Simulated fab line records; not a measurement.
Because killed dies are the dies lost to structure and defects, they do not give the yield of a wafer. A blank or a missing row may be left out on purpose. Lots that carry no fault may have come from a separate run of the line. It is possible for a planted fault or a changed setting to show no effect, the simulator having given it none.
fab line records	flow gf180mcu
record: lots: 13	wafers: 39	last_day: 34
route steps=602 shown STI@4 M1@317 V2@397
lots that met no fault: from a run of the same line without faults
start_h: hours from the record's first day to the start of the lot's first wafer shown	wait_h: hours from the lot's prior step to this one	" the same as in the row above	L1.1+2: several wafers, shown together as one row	- no value, or no start was given	* or withheld: withheld	< > ~ a bound
route shown NAME@n: a module of which the file shows steps, and the number in the route of the first	usual: average and standard deviation across the fault-free wafers	same: alike in all rows	chamber/n: place in a boat	sites: readings site by site	_std_site: standard deviation across them	_edge_site: inner sites' mean taken away from outer sites' mean	radius_mm: for every site, how far away it sits from the centre of the wafer	mask NAME#n: copy n	behind: tool/chamber where the wafer was last shaped	hold: why the lot went on hold/how many hours it stayed there/how the hold came to an end	device: names the non-switching transistor (n, p or np)	end of line: at the end of the route, the tests of the same wafers	for a step that has no rows: nothing shown but its recipe	killed: not the wafer's yield, but the dies lost to structure and defects at the first sort	map: a wafer's dies, marking killed ones x, the rest . and places with no die _
set.NAME: setting as actually run; set.NAME@STEP: the setting as run at that earlier step	model.NAME: the simulator's own value behind a step, which no gauge read
one table for each step of the route and one row for each wafer, over a sample of lots
services: the hour from which a tool's chamber was out of use, counted from the record's first day as start_h (under 0 if before that day), plus the number of hours and why
== steps ==
step: GF_STI_CVD_03
recipe: material: Si3N4	precursor: DCS/NH3	target_thk_nm: 207.16	temp_c: 770	time_s: 3551	pressure_mtorr: 250
usual: zone_power_top_pct: 24.1/2.4
lot.wafer	tool	chamber	start_h	wait_h	zone_power_top_pct
L570.1	lpcvd-02	0	11.57	0.1	22.4
L570.4	"	0	"	"	22.6
L570.6	"	0	"	"	22.8
L573.2	lpcvd-01	0	26.57	0.0	28.0
L573.5	"	0	"	"	28.2
L573.6	"	0	"	"	28.2
L574.3	lpcvd-01	1	31.81	0.0	23.0
L574.4	"	1	"	"	22.8
L574.6	"	1	"	"	23.1
L575.1	lpcvd-02	1	36.57	0.1	22.7
L575.3	"	1	"	"	23.1
L575.5	"	1	"	"	22.8
L576.2	lpcvd-01	0	41.64	0.0	28.3
L576.3	"	0	"	"	28.5
L576.5	"	0	"	"	28.0
L578.1	lpcvd-02	0	51.57	0.1	22.9
L578.4	"	0	"	"	22.6
L578.6	"	0	"	"	22.8
L579.2	lpcvd-01	1	56.93	0.0	22.7
L579.3	"	1	"	"	23.1
L579.4	"	1	"	"	22.8
L580.3	lpcvd-02	0	63.28	0.0	23.0
L580.5	"	0	"	"	22.5
L580.6	"	0	"	"	22.7
L581.4	lpcvd-01	0	67.25	0.0	28.2
L581.5	"	0	"	"	28.7
L581.6	"	0	"	"	28.5
L587.2	lpcvd-01	0	101.46	0.0	27.9
L587.3	"	0	"	"	28.4
L587.5	"	0	"	"	27.8
L590.2	lpcvd-02	0	116.23	0.0	22.5
L590.3	"	0	"	"	22.9
L590.6	"	0	"	"	23.0
L591.4	lpcvd-02	0	122.99	0.0	22.7
L591.5	"	0	"	"	22.5
L591.6	"	0	"	"	22.7
L592.2	lpcvd-02	0	122.99	0.0	22.3
L592.3	"	0	"	"	22.9
L592.6	"	0	"	"	22.7
step: GF_STI_THK_MEAS_04
recipe: reads: Si3N4_of_STI_CVD_03
usual: STI_CVD_03_THK: 207.4/2.1
lot.wafer	tool	chamber	start_h	wait_h	STI_CVD_03_THK[nm]
L570.1	film_metro-02	-	13.56	0.0	207.7
L570.4	"	-	"	"	210.6
L570.6	"	-	"	"	207.9
L573.2	film_metro-02	-	28.57	0.0	206.8
L573.5	"	-	"	"	207.4
L573.6	"	-	"	"	208.8
L574.3	film_metro-03	-	33.82	0.0	204.5
L574.4	"	-	"	"	205.0
L574.6	"	-	"	"	205.0
L575.1	film_metro-03	-	38.56	0.0	208.5
L575.3	"	-	"	"	208.3
L575.5	"	-	"	"	206.9
L576.2	film_metro-04	-	43.64	0.0	207.5
L576.3	"	-	"	"	207.9
L576.5	"	-	"	"	208.0
L578.1	film_metro-03	-	53.56	0.0	206.0
L578.4	"	-	"	"	206.2
L578.6	"	-	"	"	206.8
L579.2	film_metro-04	-	58.93	0.0	206.9
L579.3	"	-	"	"	207.7
L579.4	"	-	"	"	208.6
L580.3	film_metro-04	-	65.29	0.0	203.0
L580.5	"	-	"	"	203.2
L580.6	"	-	"	"	201.7
L581.4	film_metro-02	-	69.26	0.0	206.3
L581.5	"	-	"	"	208.6
L581.6	"	-	"	"	209.3
L587.2	film_metro-04	-	103.45	0.0	213.3
L587.3	"	-	"	"	212.0
L587.5	"	-	"	"	213.0
L590.2	film_metro-04	-	118.23	0.0	208.3
L590.3	"	-	"	"	207.7
L590.6	"	-	"	"	210.3
L592.2	film_metro-03	-	124.98	0.0	204.7
L592.3	"	-	"	"	205.1
L592.6	"	-	"	"	204.9
L591.4	film_metro-02	-	125.00	0.0	203.8
L591.5	"	-	"	"	205.7
L591.6	"	-	"	"	205.5
step: GF_M1_SPUTTER_02
recipe: material: AlCu	target_thk_nm: 450	power_w: 10600	time_s: 23.9	chamber_pressure_pa: 0.4
usual: throttle_valve_pct: 29.7/1.5
same: time_s: 23.9
lot.wafer	tool	chamber	start_h	wait_h	throttle_valve_pct
L570.1	pvd_sputter-03	-	356.57	0.0	30.5
L570.4	"	-	"	"	29.1
L570.6	"	-	"	"	30.4
L573.2	pvd_sputter-03	-	384.26	0.0	28.6
L573.5	"	-	"	"	28.9
L573.6	"	-	"	"	28.7
L574.3	pvd_sputter-04	-	386.44	0.0	29.2
L574.4	"	-	"	"	30.9
L574.6	"	-	"	"	28.9
L575.1	pvd_sputter-01	-	393.40	0.0	30.5
L575.3	"	-	"	"	32.7
L575.5	"	-	"	"	30.2
L576.2	pvd_sputter-01	-	410.05	0.0	30.7
L576.3	"	-	"	"	30.3
L576.5	"	-	"	"	30.5
L578.1	pvd_sputter-01	-	434.84	0.0	26.8
L578.4	"	-	"	"	30.7
L578.6	"	-	"	"	30.8
L579.2	pvd_sputter-04	-	451.37	0.0	29.2
L579.3	"	-	"	"	29.0
L579.4	"	-	"	"	30.6
L580.3	pvd_sputter-03	-	456.34	0.0	29.0
L580.5	"	-	"	"	29.1
L580.6	"	-	"	"	28.8
L581.4	pvd_sputter-04	-	475.80	0.0	29.1
L581.5	"	-	"	"	29.2
L581.6	"	-	"	"	29.0
L587.2	pvd_sputter-01	-	532.30	0.0	30.5
L587.3	"	-	"	"	32.6
L587.5	"	-	"	"	30.2
L590.2	pvd_sputter-01	-	544.39	0.0	32.3
L590.3	"	-	"	"	30.8
L590.6	"	-	"	"	32.4
L592.2	pvd_sputter-01	-	550.60	0.0	30.9
L592.3	"	-	"	"	30.4
L592.6	"	-	"	"	26.7
L591.4	pvd_sputter-01	-	554.80	0.0	30.9
L591.5	"	-	"	"	32.2
L591.6	"	-	"	"	27.1
step: GF_M1_STRIP_17
recipe: chemistry: O2/N2	power_w: 1400	pressure_mtorr: 1500	platen_temp_c: 250	o2_flow_sccm: 3000	n2_flow_sccm: 300	overash_fraction: 0.5
usual: drypump_motor_current_A: 5.6/0.4	heater_power_w: 338/24	o2_flow_sccm: 2999/9.3	oes_product_au: 0.538/0.0047	platen_temp_c: 250.03/0.19	strip_time_to_endpoint_s: 7.41/0.043
lot.wafer	tool	chamber	start_h	wait_h	drypump_motor_current_A	heater_power_w	o2_flow_sccm	oes_product_au	platen_temp_c	rf_hours_counter_h	strip_time_to_endpoint_s
L570.1	plasma_asher-03	1	378.08	0.2	6.0	365	2989	0.550	249.80	67	7.47
L570.4	"	1	"	"	6.0	354	3009	0.546	250.16	-	7.42
L570.6	"	1	"	"	6.0	359	3007	0.531	249.93	-	7.42
L573.2	plasma_asher-04	0	407.65	0.1	5.7	307	3011	0.528	250.07	31	7.44
L573.5	"	1	"	"	5.2	375	2994	0.540	249.69	-	7.47
L573.6	"	0	"	"	5.7	309	3010	0.539	250.23	-	7.50
L574.3	plasma_asher-03	0	410.53	0.1	5.9	312	3001	0.539	250.05	-	7.35
L574.4	"	1	"	"	6.0	361	2979	0.539	249.73	-	7.46
L574.6	"	0	"	"	5.9	302	2991	0.538	249.87	-	7.42
L575.1	plasma_asher-04	1	417.55	0.1	5.2	375	3011	0.537	249.83	32	7.43
L575.3	"	0	"	"	5.8	313	3015	0.531	250.09	-	7.37
L575.5	"	0	"	"	5.7	306	3000	0.535	250.01	-	7.41
L576.2	plasma_asher-03	0	434.39	0.1	5.9	328	2981	0.537	250.09	0	7.38
L576.3	"	0	"	"	5.9	323	2986	0.536	250.15	-	7.39
L576.5	"	1	"	"	6.0	358	3010	0.539	249.60	-	7.37
L578.1	plasma_asher-03	0	459.55	0.1	5.9	322	2998	0.543	249.91	3	7.47
L578.4	"	0	"	"	5.9	319	2988	0.530	250.38	-	7.41
L578.6	"	0	"	"	5.9	326	3002	0.542	250.30	-	7.50
L579.2	plasma_asher-03	1	475.85	0.1	5.9	347	2997	0.534	250.33	5	7.44
L579.3	"	1	"	"	6.0	351	3020	0.539	250.15	-	7.40
L579.4	"	0	"	"	5.9	328	3008	0.533	250.41	-	7.40
L580.3	plasma_asher-02	1	479.79	0.1	5.6	354	2992	0.538	249.85	-	7.36
L580.5	"	1	"	"	5.6	345	3002	0.541	250.08	-	7.43
L580.6	"	0	"	"	4.8	309	3002	0.527	250.18	-	7.37
L581.4	plasma_asher-03	0	499.88	0.1	5.9	330	2991	0.538	250.03	-	7.42
L581.5	"	0	"	"	5.9	320	2983	0.545	250.06	-	7.37
L581.6	"	1	"	"	6.0	350	2991	0.540	250.16	-	7.43
L587.2	plasma_asher-03	1	555.05	0.1	6.0	351	2995	0.531	250.44	14	7.40
L587.3	"	1	"	"	6.0	350	2999	0.543	250.41	-	7.39
L587.5	"	1	"	"	6.0	361	3002	0.532	250.18	-	7.38
L590.2	plasma_asher-02	0	566.97	0.2	4.8	304	2995	0.538	249.94	79	7.41
L590.3	"	1	"	"	5.6	352	2994	0.536	249.75	-	7.43
L590.6	"	0	"	"	4.8	314	2992	0.545	249.82	-	7.50
L592.2	plasma_asher-04	0	573.05	0.1	5.7	305	3001	0.539	250.14	51	7.39
L592.3	"	0	"	"	5.7	311	3009	0.542	250.17	-	7.50
L592.6	"	1	"	"	5.2	377	2997	0.542	249.74	-	7.40
L591.4	plasma_asher-03	0	576.81	0.1	5.9	333	3008	0.539	249.92	-	7.44
L591.5	"	0	"	"	5.9	333	3003	0.540	250.10	-	7.42
L591.6	"	1	"	"	6.0	349	3000	0.535	250.04	-	7.44
step: GF_V2_OVL_MEAS_15
usual: V2_OVL: 2/5.2
lot.wafer	tool	chamber	start_h	wait_h	V2_OVL[nm]
L570.1	overlay-01	-	452.23	0.1	-5
L570.4	"	-	"	"	2
L570.6	"	-	"	"	0
L573.2	overlay-02	-	483.34	0.1	-7
L573.5	"	-	"	"	-5
L573.6	"	-	"	"	-10
L574.3	overlay-02	-	487.14	0.1	3
L574.4	"	-	"	"	9
L574.6	"	-	"	"	9
L575.1	overlay-01	-	494.85	0.1	4
L575.3	"	-	"	"	10
L575.5	"	-	"	"	10
L576.2	overlay-01	-	510.89	0.1	3
L576.3	"	-	"	"	1
L576.5	"	-	"	"	2
L578.1	overlay-01	-	534.88	0.1	-1
L578.4	"	-	"	"	-5
L578.6	"	-	"	"	-3
L579.2	overlay-02	-	548.74	0.1	9
L579.3	"	-	"	"	5
L579.4	"	-	"	"	5
L580.3	overlay-01	-	553.64	0.1	4
L580.5	"	-	"	"	12
L580.6	"	-	"	"	9
L581.4	overlay-01	-	571.25	0.1	7
L581.5	"	-	"	"	9
L581.6	"	-	"	"	14
L587.2	overlay-02	-	624.13	0.1	-6
L587.3	"	-	"	"	0
L587.5	"	-	"	"	2
L590.2	overlay-02	-	634.28	0.1	1
L590.3	"	-	"	"	2
L590.6	"	-	"	"	2
L592.2	overlay-01	-	640.18	0.1	1
L592.3	"	-	"	"	3
L592.6	"	-	"	"	6
L591.4	overlay-01	-	642.90	0.1	1
L591.5	"	-	"	"	5
L591.6	"	-	"	"	7
== services ==
tool	chamber	start_h	hours	kind
pvd_sputter-04	-	-7.41	3.7	repair
lpcvd-02	-	-3.52	1.5	repair
lpcvd-01	-	9.69	14.6	pm
plasma_asher-03	-	12.83	1.4	repair
pvd_sputter-04	-	41.79	2.3	repair
pvd_sputter-04	-	57.65	11.1	repair
plasma_asher-03	-	126.25	4.0	pm
lpcvd-02	-	136.83	6.0	pm
pvd_sputter-01	-	159.02	0.7	repair
plasma_asher-03	-	165.27	4.0	repair
plasma_asher-03	-	212.49	2.8	pm
pvd_sputter-01	-	276.21	1.1	repair
lpcvd-01	-	310.12	0.5	repair
plasma_asher-03	-	338.73	5.0	repair
lpcvd-01	-	367.41	17.2	pm
pvd_sputter-01	-	374.70	2.5	repair
pvd_sputter-01	-	383.07	2.2	repair
plasma_asher-03	-	421.25	9.0	pm
lpcvd-02	-	424.45	1.0	repair
lpcvd-02	-	440.53	2.8	pm
lpcvd-02	-	449.80	17.2	pm
plasma_asher-03	-	481.91	1.9	repair
lpcvd-01	-	530.44	2.8	pm
lpcvd-02	-	562.52	1.4	repair
== key ==
first_sign: step: GF_STI_THK_MEAS_04	reading: STI_CVD_03_THK	direction: up	sigmas: 2.5	usual: 207.4	struck: 212.8
effect none on later readings
met_at GF_STI_CVD_03
struck_lots L587
struck_wafers L587.2,L587.3,L587.5
tester_left_out L587
not_acting_at GF_M1_SPUTTER_02,GF_M1_STRIP_17,GF_V2_OVL_MEAS_15
onset_between 67.25 101.46
fault: kind: process_parameter_drift	tool: lpcvd-01	chamber: 0	onset_h: 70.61	steps: GF_STI_CVD_03	channel: time_s	offset: *	shape: step	end_h: 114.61	acts_in: *	stated: *
tester_left_out: of these lots the tester's yield and bins aren't shown, on N5 and GAA mostly nor the transistor test; their killed dies are dies lost to structure and defects alone, not to doping, threshold or leakage, so they don't give the yield
